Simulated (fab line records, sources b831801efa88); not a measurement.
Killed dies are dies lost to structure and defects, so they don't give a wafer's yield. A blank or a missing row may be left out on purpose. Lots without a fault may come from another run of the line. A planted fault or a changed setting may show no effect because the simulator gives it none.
fab line records | flow gf180mcu | part 1 of 2: steps 1 to 21 of 30
record lots=5 wafers=15 last_day=34
route steps=602 shown HV_LDD@206 NSD@235
lots that met no fault: from a run of the same line without faults
start_h: hours from the record's first day to the start of the lot's first wafer shown | wait_h: hours since the lot's step before | " the same as in the row above | L1.1+2: a row that stands for several wafers | - no value, or no start given | * or withheld: withheld | < > ~ a bound
route shown NAME@n: a module of which the file shows steps, and the number in the route of the first | usual: mean/standard deviation of fault-free wafers | same: alike in all rows | chamber/n: place in a boat | sites: the reading at each site | _std_site: their standard deviation | _edge_site: outer sites' mean less inner sites' | radius_mm: how far each site lies from the wafer's centre | mask NAME#n: copy n | behind: the tool/chamber that last shaped the wafer | hold: why the lot was held/for how many hours/how that ended | device: the transistor (n, p or np) that didn't switch | end of line: the same wafers' tests at the end of the route | a step without rows: its recipe alone | killed: dies lost to structure and defects at the first sort, not the wafer's yield | map: a wafer's dies, x killed, . not, _ none there
set.NAME: the setting as run; set.NAME@STEP: as run at that earlier step | model.NAME: the simulator's own value behind a step, which no gauge read
lots at some steps of the route; a table a step, a row a wafer
services: from which hour (start_h, from the record's first day; less than 0 if before it) a tool's chamber was out of use, for how many hours, and why
## steps
# step GF_HV_LDD_DEVELOP_30
# recipe develop_time_s=60 dev_temp_c=23
# usual chill_plate_temp_C=23.00/0.11 developer_temp_C=22.99/0.089
# columns lot.wafer tool chamber start_h wait_h chill_plate_temp_C developer_temp_C
L074.1 litho_track-04 0 257.26 0.1 23.04 22.96
L074.2 " 0 " " 22.99 22.92
L074.4 " 0 " " 23.19 22.95
L081.1 litho_track-01 0 309.90 0.1 23.12 23.12
L081.3 " 0 " " 23.17 22.96
L081.5 " 0 " " 23.14 23.02
L087.2 litho_track-04 0 351.43 0.1 22.96 23.19
L087.4 " 0 " " 23.13 23.08
L087.5 " 0 " " 23.14 23.09
L088.1 litho_track-01 0 365.70 0.1 22.93 23.15
L088.2 " 0 " " 23.04 23.13
L088.3 " 0 " " 22.95 22.94
L095.2 litho_track-02 0 416.73 0.1 22.95 23.05
L095.3 " 0 " " 22.81 23.08
L095.6 " 0 " " 22.97 22.98
# step GF_HV_LDD_CD_MEAS_31
# recipe target_cd_nm=400
# usual cd_nm=400.5/2.3
# columns lot.wafer tool chamber start_h wait_h cd_nm
L074.1 cd_sem-01 - 257.41 0.1 397.3
L074.2 " - " " 398.4
L074.4 " - " " 396.0
L081.1 cd_sem-01 - 310.05 0.1 399.9
L081.3 " - " " 401.3
L081.5 " - " " 400.7
L087.2 cd_sem-01 - 351.58 0.1 396.2
L087.4 " - " " 398.6
L087.5 " - " " 399.8
L088.1 cd_sem-02 - 365.85 0.1 397.6
L088.2 " - " " 399.7
L088.3 " - " " 399.5
L095.2 cd_sem-02 - 416.87 0.1 397.6
L095.3 " - " " 397.6
L095.6 " - " " 399.5
# step GF_HV_LDD_OVL_MEAS_32
# usual HV_LDD_02_OVL=-0.1/1.3
# columns lot.wafer tool chamber start_h wait_h HV_LDD_02_OVL[nm]
L074.1 overlay-01 - 257.53 0.1 1.3
L074.2 " - " " 0.7
L074.4 " - " " -0.5
L081.1 overlay-02 - 310.17 0.1 -0.2
L081.3 " - " " 0.5
L081.5 " - " " 0.8
L087.2 overlay-02 - 351.68 0.1 1.1
L087.4 " - " " 0.3
L087.5 " - " " -0.3
L088.1 overlay-02 - 365.97 0.1 1.3
L088.2 " - " " -1.5
L088.3 " - " " -1.9
L095.2 overlay-02 - 416.98 0.1 0.8
L095.3 " - " " -1.9
L095.6 " - " " -1.6
# step GF_HV_LDD_IMPLANT_33
# recipe species=P energy_kev=60 dose_cm2=7.5e+12 tilt_deg=30 rotation_deg=0
# usual beam_energy_keV=60.002/0.018 dose_ions_cm2=7.501e+12/8.4e+09 rotation_deg=0.002/0.022 tilt_deg=30.003/0.019
# columns lot.wafer tool chamber start_h wait_h beam_energy_keV dose_ions_cm2 rotation_deg tilt_deg
L074.1 implanter-02 0 257.56 0.0 60.012 7.5e+12 -0.004 29.976
L074.2 " 0 " " 59.997 7.496e+12 -0.019 29.994
L074.4 " 0 " " 60.005 7.501e+12 -0.044 29.998
L081.1 implanter-01 0 310.21 0.0 60.008 7.495e+12 -0.036 30.015
L081.3 " 0 " " 59.986 7.505e+12 -0.016 30.028
L081.5 " 0 " " 60.023 7.508e+12 -0.015 30.034
L087.2 implanter-02 0 351.74 0.0 60.019 7.496e+12 0.041 30.014
L087.4 " 0 " " 59.982 7.502e+12 0.038 30.037
L087.5 " 0 " " 59.995 7.5e+12 0.018 30.010
L088.1 implanter-02 0 366.01 0.0 59.982 7.506e+12 -0.008 29.979
L088.2 " 0 " " 59.982 7.499e+12 -0.010 29.973
L088.3 " 0 " " 59.980 7.507e+12 0.001 29.967
L095.2 implanter-01 0 417.03 0.0 60.039 7.501e+12 0.022 29.992
L095.3 " 0 " " 59.963 7.507e+12 -0.004 29.998
L095.6 " 0 " " 59.992 7.502e+12 0.024 29.994
# step GF_HV_LDD_IMPLANT_34
# recipe species=P energy_kev=60 dose_cm2=7.5e+12 tilt_deg=30 rotation_deg=90
# usual beam_energy_keV=59.996/0.02 dose_ions_cm2=7.501e+12/8.4e+09 rotation_deg=89.995/0.024 tilt_deg=30.000/0.02
# columns lot.wafer tool chamber start_h wait_h beam_energy_keV dose_ions_cm2 rotation_deg tilt_deg
L074.1 implanter-02 0 257.71 0.1 59.972 7.513e+12 90.012 29.981
L074.2 " 0 " " 59.974 7.511e+12 90.035 29.964
L074.4 " 0 " " 59.993 7.507e+12 90.014 29.982
L081.1 implanter-01 0 310.36 0.1 59.972 7.499e+12 90.022 29.974
L081.3 " 0 " " 59.969 7.491e+12 90.016 29.998
L081.5 " 0 " " 59.973 7.495e+12 89.994 30.013
L087.2 implanter-02 0 351.89 0.1 59.975 7.501e+12 90.056 29.983
L087.4 " 0 " " 59.996 7.508e+12 90.046 29.999
L087.5 " 0 " " 60.002 7.497e+12 90.016 30.001
L088.1 implanter-02 0 366.16 0.1 60.005 7.51e+12 89.966 30.016
L088.2 " 0 " " 59.987 7.501e+12 90.004 30.003
L088.3 " 0 " " 60.024 7.496e+12 89.995 29.992
L095.2 implanter-01 0 417.18 0.1 60.013 7.486e+12 90.021 29.979
L095.3 " 0 " " 60.013 7.491e+12 90.006 30.020
L095.6 " 0 " " 60.018 7.486e+12 89.989 29.990
# step GF_HV_LDD_IMPLANT_35
# recipe species=P energy_kev=60 dose_cm2=7.5e+12 tilt_deg=30 rotation_deg=180
# usual beam_energy_keV=60.002/0.018 dose_ions_cm2=7.5e+12/8e+09 rotation_deg=180.00/0.037 tilt_deg=30.000/0.025
# columns lot.wafer tool chamber start_h wait_h beam_energy_keV dose_ions_cm2 rotation_deg tilt_deg
L074.1 implanter-02 0 257.86 0.1 59.982 7.508e+12 180.10 30.039
L074.2 " 0 " " 59.988 7.51e+12 179.98 30.031
L074.4 " 0 " " 60.029 7.498e+12 180.05 30.012
L081.1 implanter-01 0 310.51 0.1 59.972 7.503e+12 179.98 30.000
L081.3 " 0 " " 60.020 7.517e+12 180.03 29.984
L081.5 " 0 " " 59.991 7.505e+12 180.03 29.985
L087.2 implanter-02 0 352.04 0.1 59.950 7.503e+12 180.05 29.972
L087.4 " 0 " " 59.989 7.509e+12 180.00 29.955
L087.5 " 0 " " 59.976 7.499e+12 180.00 29.993
L088.1 implanter-02 0 366.31 0.1 59.982 7.502e+12 180.05 29.952
L088.2 " 0 " " 60.009 7.499e+12 179.98 29.985
L088.3 " 0 " " 59.994 7.506e+12 179.99 29.987
L095.2 implanter-01 0 417.33 0.1 60.011 7.484e+12 180.00 29.984
L095.3 " 0 " " 59.997 7.492e+12 180.00 29.945
L095.6 " 0 " " 60.003 7.492e+12 179.96 29.974
# step GF_HV_LDD_IMPLANT_36
# recipe species=P energy_kev=60 dose_cm2=7.5e+12 tilt_deg=30 rotation_deg=270
# usual beam_energy_keV=60.002/0.017 dose_ions_cm2=7.504e+12/8.8e+09 rotation_deg=270.00/0.05 tilt_deg=30.000/0.02
# columns lot.wafer tool chamber start_h wait_h beam_energy_keV dose_ions_cm2 rotation_deg tilt_deg
L074.1 implanter-02 0 258.01 0.1 59.997 7.496e+12 270.08 30.021
L074.2 " 0 " " 59.993 7.491e+12 269.99 30.022
L074.4 " 0 " " 60.000 7.485e+12 270.03 30.003
L081.1 implanter-01 0 310.66 0.1 60.005 7.496e+12 270.03 29.973
L081.3 " 0 " " 59.994 7.502e+12 270.00 29.986
L081.5 " 0 " " 59.985 7.486e+12 269.91 29.999
L087.2 implanter-02 0 352.19 0.1 59.998 7.514e+12 269.96 29.994
L087.4 " 0 " " 60.019 7.513e+12 270.01 29.982
L087.5 " 0 " " 60.016 7.515e+12 270.01 29.958
L088.1 implanter-02 0 366.46 0.1 59.996 7.504e+12 269.98 30.002
L088.2 " 0 " " 59.987 7.494e+12 270.08 30.007
L088.3 " 0 " " 59.974 7.491e+12 270.00 30.018
L095.2 implanter-01 0 417.48 0.1 60.012 7.507e+12 269.98 30.033
L095.3 " 0 " " 60.022 7.51e+12 270.08 30.048
L095.6 " 0 " " 60.008 7.496e+12 269.99 30.043
# step GF_HV_LDD_STRIP_37
# recipe chemistry=O2/N2 power_w=1400 pressure_mtorr=1500 platen_temp_c=250 o2_flow_sccm=3000 n2_flow_sccm=300 overash_fraction=0.5252
# usual drypump_motor_current_A=5.5/0.32 heater_power_w=355/44 n2_flow_sccm=300.0/1 oes_product_au=0.708/0.0046 strip_time_to_endpoint_s=12.63/0.031
# columns lot.wafer tool chamber start_h wait_h drypump_motor_current_A heater_power_w n2_flow_sccm oes_product_au rf_hours_counter_h strip_time_to_endpoint_s
L074.1 plasma_asher-03 1 258.16 0.1 5.6 292 299.2 0.707 64 12.58
L074.2 " 0 " " 5.5 420 298.7 0.700 64 12.57
L074.4 " 0 " " 5.5 425 299.2 0.707 - 12.60
L081.1 plasma_asher-03 1 310.81 0.1 5.6 290 299.5 0.718 69 12.67
L081.3 " 1 " " 5.6 284 300.3 0.715 - 12.60
L081.5 " 0 " " 5.5 420 301.2 0.708 - 12.65
L087.2 plasma_asher-01 0 352.31 0.1 5.4 330 299.0 0.708 23 12.66
L087.4 " 1 " " 5.2 355 300.3 0.715 - 12.64
L087.5 " 1 " " 5.2 360 300.3 0.707 - 12.67
L088.1 plasma_asher-03 0 366.61 0.1 5.4 431 300.0 0.707 75 12.65
L088.2 " 1 " " 5.6 281 299.5 0.709 75 12.66
L088.3 " 0 " " 5.5 431 298.6 0.699 - 12.64
L095.2 plasma_asher-01 1 417.61 0.1 5.2 360 299.6 0.700 30 12.61
L095.3 " 0 " " 5.4 344 299.9 0.711 - 12.62
L095.6 " 0 " " 5.4 342 299.1 0.708 - 12.63
# step GF_HV_LDD_TW_MEAS_38
# usual HV_LDD_3_TW=1432/9.6
# columns lot.wafer tool chamber start_h wait_h HV_LDD_3_TW
L074.1 film_metro-03 - 258.26 0.1 1436
L074.2 " - " " 1435
L074.4 " - " " 1435
L081.1 film_metro-01 - 310.91 0.1 1422
L081.3 " - " " 1420
L081.5 " - " " 1417
L087.2 film_metro-03 - 352.42 0.1 1440
L087.4 " - " " 1440
L087.5 " - " " 1448
L088.1 film_metro-01 - 366.71 0.1 1420
L088.2 " - " " 1431
L088.3 " - " " 1427
L095.2 film_metro-01 - 417.72 0.1 1427
L095.3 " - " " 1427
L095.6 " - " " 1435
# step GF_HV_LDD_DEHYDRATE_39
# recipe temp_c=200 time_s=60
# usual chill_plate_temp_C=22.98/0.1
# columns lot.wafer tool chamber start_h wait_h chill_plate_temp_C
L074.1 litho_track-01 0 267.10 8.8 23.04
L074.2 " 0 " " 23.07
L074.4 " 0 " " 23.06
L081.1 litho_track-02 0 321.00 10.1 23.17
L081.3 " 0 " " 23.02
L081.5 " 0 " " 22.97
L087.2 litho_track-04 0 363.03 10.6 22.89
L087.4 " 0 " " 22.90
L087.5 " 0 " " 22.87
L088.1 litho_track-01 0 377.50 10.8 22.90
L088.2 " 0 " " 22.88
L088.3 " 0 " " 23.07
L095.2 litho_track-02 0 429.03 11.3 22.99
L095.3 " 0 " " 23.07
L095.6 " 0 " " 22.96
# step GF_HV_LDD_HMDS_40
# recipe prime_time_s=60 prime_temp_c=120
# usual chill_plate_temp_C=23.00/0.11
# columns lot.wafer tool chamber start_h wait_h chill_plate_temp_C
L074.1 litho_track-01 0 267.25 0.1 23.15
L074.2 " 0 " " 23.01
L074.4 " 0 " " 23.16
L081.1 litho_track-02 0 321.15 0.1 23.20
L081.3 " 0 " " 23.02
L081.5 " 0 " " 23.10
L087.2 litho_track-04 0 363.18 0.1 22.92
L087.4 " 0 " " 22.93
L087.5 " 0 " " 22.96
L088.1 litho_track-01 0 377.65 0.1 22.97
L088.2 " 0 " " 23.02
L088.3 " 0 " " 23.15
L095.2 litho_track-02 0 429.18 0.1 23.01
L095.3 " 0 " " 23.10
L095.6 " 0 " " 22.87
# step GF_HV_LDD_COAT_41
# recipe resist=NOVOLAK spin_rpm=3000 resist_thk_nm=1000
# usual chill_plate_temp_C=22.98/0.1 spin_speed_rpm=2999.9/2.2
# columns lot.wafer tool chamber start_h wait_h chill_plate_temp_C spin_speed_rpm
L074.1 litho_track-01 0 267.40 0.1 22.97 2998.2
L074.2 " 0 " " 22.97 2996.7
L074.4 " 0 " " 23.10 2997.1
L081.1 litho_track-02 0 321.30 0.1 22.86 3002.5
L081.3 " 0 " " 23.09 3000.0
L081.5 " 0 " " 22.92 2999.7
L087.2 litho_track-04 0 363.33 0.1 22.96 2997.7
L087.4 " 0 " " 22.97 2998.3
L087.5 " 0 " " 22.97 2999.2
L088.1 litho_track-01 0 377.80 0.1 22.96 2999.8
L088.2 " 0 " " 23.03 3002.2
L088.3 " 0 " " 22.94 2999.1
L095.2 litho_track-02 0 429.33 0.1 22.88 2997.1
L095.3 " 0 " " 23.10 2998.8
L095.6 " 0 " " 22.86 3000.9
# step GF_HV_LDD_SOFTBAKE_42
# recipe temp_c=90 time_s=60 resist=NOVOLAK
# usual chill_plate_temp_C=23.00/0.11
# columns lot.wafer tool chamber start_h wait_h chill_plate_temp_C
L074.1 litho_track-01 0 267.55 0.1 23.08
L074.2 " 0 " " 23.06
L074.4 " 0 " " 23.14
L081.1 litho_track-02 0 321.45 0.1 22.97
L081.3 " 0 " " 22.88
L081.5 " 0 " " 22.95
L087.2 litho_track-04 0 363.48 0.1 23.10
L087.4 " 0 " " 22.98
L087.5 " 0 " " 23.09
L088.1 litho_track-01 0 377.95 0.1 22.86
L088.2 " 0 " " 22.81
L088.3 " 0 " " 22.75
L095.2 litho_track-02 0 429.48 0.1 22.99
L095.3 " 0 " " 23.07
L095.6 " 0 " " 23.15
# step GF_HV_LDD_EXPOSE_43
# recipe mask_id=Pplus_HV_AREA target_cd_nm=400 na=0.6 source_shape=conventional sigma_outer=0.6 dose_mj=140
# columns lot.wafer tool chamber start_h wait_h mask
L074.1+2+4 iline_stepper-02 0 - - Pplus_HV_AREA#0
L081.1+3+5 iline_stepper-01 0 - - Pplus_HV_AREA#0
L087.2+4+5 iline_stepper-02 0 - - Pplus_HV_AREA#0
L088.1+2+3 iline_stepper-02 0 - - Pplus_HV_AREA#0
L095.2+3+6 iline_stepper-02 0 - - Pplus_HV_AREA#0
# step GF_HV_LDD_PEB_44
# recipe temp_c=withheld time_s=* resist=NOVOLAK
# usual chill_plate_temp_C=*
# columns lot.wafer tool chamber start_h wait_h chill_plate_temp_C
L074.1 litho_track-01 0 - - *
L074.2 " 0 " " *
L074.4 " 0 " " *
L081.1 litho_track-04 0 - - *
L081.3 " 0 " " *
L081.5 " 0 " " *
L087.2 litho_track-04 0 - - *
L087.4 " 0 " " *
L087.5 " 0 " " *
L088.1 litho_track-02 0 - - *
L088.2 " 0 " " *
L088.3 " 0 " " *
L095.2 litho_track-04 0 - - *
L095.3 " 0 " " *
L095.6 " 0 " " *
# step GF_HV_LDD_DEVELOP_45
# recipe develop_time_s=60.81 dev_temp_c=23
# usual chill_plate_temp_C=23.00/0.089 developer_temp_C=23.00/0.1
# columns lot.wafer tool chamber start_h wait_h chill_plate_temp_C developer_temp_C
L074.1 litho_track-01 0 277.35 0.1 22.93 23.12
L074.2 " 0 " " 23.04 23.09
L074.4 " 0 " " 23.02 23.21
L081.1 litho_track-04 0 331.41 0.1 22.89 23.08
L081.3 " 0 " " 22.94 22.98
L081.5 " 0 " " 22.97 23.05
L087.2 litho_track-04 0 374.03 0.1 23.13 22.98
L087.4 " 0 " " 23.21 22.97
L087.5 " 0 " " 23.04 23.06
L088.1 litho_track-02 0 389.35 0.1 23.06 23.04
L088.2 " 0 " " 22.99 22.96
L088.3 " 0 " " 23.17 22.96
L095.2 litho_track-04 0 441.68 0.1 23.03 23.08
L095.3 " 0 " " 23.00 22.87
L095.6 " 0 " " 22.84 23.04
# step GF_HV_LDD_CD_MEAS_46
# recipe target_cd_nm=400
# usual cd_nm=402.0/2.5
# columns lot.wafer tool chamber start_h wait_h cd_nm
L074.1 cd_sem-02 - 277.50 0.1 400.4
L074.2 " - " " 399.8
L074.4 " - " " 399.5
L081.1 cd_sem-01 - 331.67 0.2 401.3
L081.3 " - " " 400.2
L081.5 " - " " 399.2
L087.2 cd_sem-01 - 374.18 0.1 402.5
L087.4 " - " " 401.3
L087.5 " - " " 403.3
L088.1 cd_sem-02 - 389.50 0.1 399.2
L088.2 " - " " 398.8
L088.3 " - " " 397.5
L095.2 cd_sem-01 - 441.83 0.1 398.8
L095.3 " - " " 397.3
L095.6 " - " " 400.4
# step GF_HV_LDD_OVL_MEAS_47
# usual HV_LDD_03_OVL=-0.6/1.3
# columns lot.wafer tool chamber start_h wait_h HV_LDD_03_OVL[nm]
L074.1 overlay-01 - 277.62 0.1 0.7
L074.2 " - " " 0.4
L074.4 " - " " 0.1
L081.1 overlay-02 - 331.79 0.1 -2.3
L081.3 " - " " -2.6
L081.5 " - " " -1.8
L087.2 overlay-02 - 374.28 0.1 0.6
L087.4 " - " " 0.1
L087.5 " - " " -1.6
L088.1 overlay-01 - 389.62 0.1 -1.0
L088.2 " - " " 0.4
L088.3 " - " " -1.8
L095.2 overlay-02 - 441.93 0.1 -0.9
L095.3 " - " " -2.1
L095.6 " - " " -2.0
# step GF_HV_LDD_IMPLANT_48
# recipe species=B energy_kev=25 dose_cm2=3e+13 tilt_deg=7
# usual beam_energy_keV=25.001/0.0077 dose_ions_cm2=3e+13/3.3e+10 tilt_deg=6.993/0.021
# columns lot.wafer tool chamber start_h wait_h beam_energy_keV dose_ions_cm2 tilt_deg
L074.1 implanter-01 0 277.66 0.0 25.004 2.998e+13 6.988
L074.2 " 0 " " 24.996 2.999e+13 6.983
L074.4 " 0 " " 25.000 2.997e+13 7.000
L081.1 implanter-01 0 331.83 0.0 24.987 3.001e+13 6.985
L081.3 " 0 " " 24.988 3e+13 7.025
L081.5 " 0 " " 25.013 3.001e+13 7.021
L087.2 implanter-02 0 374.34 0.0 25.001 3.002e+13 6.979
L087.4 " 0 " " 25.006 3.006e+13 7.024
L087.5 " 0 " " 25.012 2.999e+13 6.979
L088.1 implanter-01 0 389.66 0.0 24.999 3.009e+13 6.978
L088.2 " 0 " " 24.993 3.003e+13 6.996
L088.3 " 0 " " 24.984 2.997e+13 7.019
L095.2 implanter-01 0 441.99 0.0 24.994 3.003e+13 7.011
L095.3 " 0 " " 25.001 3.003e+13 6.962
L095.6 " 0 " " 25.000 3.001e+13 6.986
# step GF_HV_LDD_STRIP_49
# recipe chemistry=O2/N2 power_w=1400 pressure_mtorr=1500 platen_temp_c=250 o2_flow_sccm=3000 n2_flow_sccm=300 overash_fraction=0.5
# usual drypump_motor_current_A=5.5/0.35 heater_power_w=353/28 n2_flow_sccm=299.8/0.86 oes_product_au=0.716/0.0047 strip_time_to_endpoint_s=12.63/0.043
# columns lot.wafer tool chamber start_h wait_h drypump_motor_current_A heater_power_w n2_flow_sccm oes_product_au rf_hours_counter_h strip_time_to_endpoint_s
L074.1 plasma_asher-01 1 277.81 0.1 5.1 353 300.5 0.717 16 12.60
L074.2 " 0 " " 5.4 332 298.9 0.714 16 12.63
L074.4 " 0 " " 5.4 336 299.7 0.713 - 12.58
L081.1 plasma_asher-01 1 331.98 0.1 5.2 358 299.6 0.716 21 12.64
L081.3 " 0 " " 5.4 333 299.0 0.716 - 12.61
L081.5 " 0 " " 5.4 339 300.0 0.714 - 12.60
L087.2 plasma_asher-01 0 374.46 0.1 5.4 339 299.9 0.708 26 12.62
L087.4 " 1 " " 5.1 366 299.6 0.725 - 12.67
L087.5 " 1 " " 5.1 360 299.8 0.718 - 12.64
L088.1 plasma_asher-01 0 389.81 0.1 5.4 347 299.5 0.709 27 12.71
L088.2 " 1 " " 5.1 368 299.8 0.726 27 12.70
L088.3 " 0 " " 5.4 341 299.7 0.720 - 12.69
L095.2 plasma_asher-01 1 442.11 0.1 5.2 366 298.5 0.712 32 12.75
L095.3 " 1 " " 5.2 374 298.8 0.718 - 12.74
L095.6 " 1 " " 5.2 350 299.5 0.718 - 12.74
# step GF_HV_LDD_TW_MEAS_50
# usual HV_LDD_4_TW=569/4.4
# columns lot.wafer tool chamber start_h wait_h HV_LDD_4_TW
L074.1 film_metro-03 - 277.91 0.1 568
L074.2 " - " " 570
L074.4 " - " " 566
L081.1 film_metro-03 - 332.08 0.1 567
L081.3 " - " " 567
L081.5 " - " " 568
L087.2 film_metro-02 - 374.57 0.1 576
L087.4 " - " " 578
L087.5 " - " " 577
L088.1 film_metro-03 - 389.91 0.1 569
L088.2 " - " " 566
L088.3 " - " " 571
L095.2 film_metro-01 - 442.22 0.1 569
L095.3 " - " " 568
L095.6 " - " " 571
